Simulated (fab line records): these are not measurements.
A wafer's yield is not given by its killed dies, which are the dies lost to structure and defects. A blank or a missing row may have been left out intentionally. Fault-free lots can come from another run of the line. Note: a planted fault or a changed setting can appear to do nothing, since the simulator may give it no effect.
Problem report in the 8D (eight disciplines) form, filled by code | flow sky130 | the parts of the form that need people (team, actions taken, sign-off) are left out

## 1. PROBLEM STATEMENT
Wafers without a fault read 3.634 s, standard deviation 0.029; stripTimeToEndpointS at SKY_CONTACT_STRIP_19 reads a mean of 3.944 s on 6 wafers belonging to 2 lots. That is +11 standard deviations from the usual mean.
The step: strips in O2/N2.
First seen on wafer L623.1, day 35 21:35, on plasmaAsher-04. Wafers with a number at this step in the record: 36, from 12 lots. The rule behind "out" and "out of limits": a value lying over 4 standard deviations away from the usual mean. The other wafers with a number count as sound.

## 2. WHAT IT IS; WHAT IT IS NOT
question                    | is                             | is not
which readings at this step | stripTimeToEndpointS           | drypumpMotorCurrentA
which lots                  | L623, L625                     | L612, L613, L616, L617, L618, L619, L621, L632, L633, L634
which wafers of those lots  | all that have a number         | -
read on which tools         | plasmaAsher-03, plasmaAsher-04 | plasmaAsher-01
when                        | from day 35 21:35              | up to then (21 sound wafers); but 9 sound wafers of L632, L633, L634 came after

## 3. WHAT RULES OUT EACH SUSPECT
Counting: any tool at a process step up to the reading is kept as a suspect provided that every lot that is out went through it and no sound lot did after the first of them.
- lithoTrack-01 at SKY_CONTACT_COAT_09 (resist thk 450 nm): kept. All lots that are out passed through it, beginning with L623 at day 35 07:00, and no sound lot followed; its final sound lot before that point was L619 at day 34 03:00.
Remaining after the count: lithoTrack-01 at SKY_CONTACT_COAT_09.

## 4. THE CAUSE (what the simulator had put in)
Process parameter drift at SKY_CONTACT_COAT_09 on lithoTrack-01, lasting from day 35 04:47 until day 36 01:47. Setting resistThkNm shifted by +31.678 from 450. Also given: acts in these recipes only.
This tool alone remained once counting was done.

## 5. THE EFFECT CHAIN, in route order
Rows list readings where the struck wafers' mean (over those with a number) sits beyond 3 standard deviations from the usual. Readings are gone through only where the record gives a usual standard deviation; hours: the median, over the lots, of the time from a lot's start at the first step in this table giving one to that lot's start at this step; sigmas: the change measured in usual standard deviations.
hours | step                 | reading              | usual   | on struck wafers | change | sigmas
0     | SKY_CONTACT_STRIP_19 | stripTimeToEndpointS | 3.634 s | 3.944            | +0.310 | +11
It contains these process steps:
- SKY_CONTACT_STRIP_19: strips in O2/N2.

## 6. HOW IT WOULD HAVE BEEN CAUGHT EARLIER
First out-of-limits reading in this record: day 35 21:35, which is 17 hours after fault onset at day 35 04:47.
L625, from the lots that are out (2), started SKY_CONTACT_COAT_09 on lithoTrack-01 later than day 35 21:35. A tool hold placed at that time would have kept it from harm.
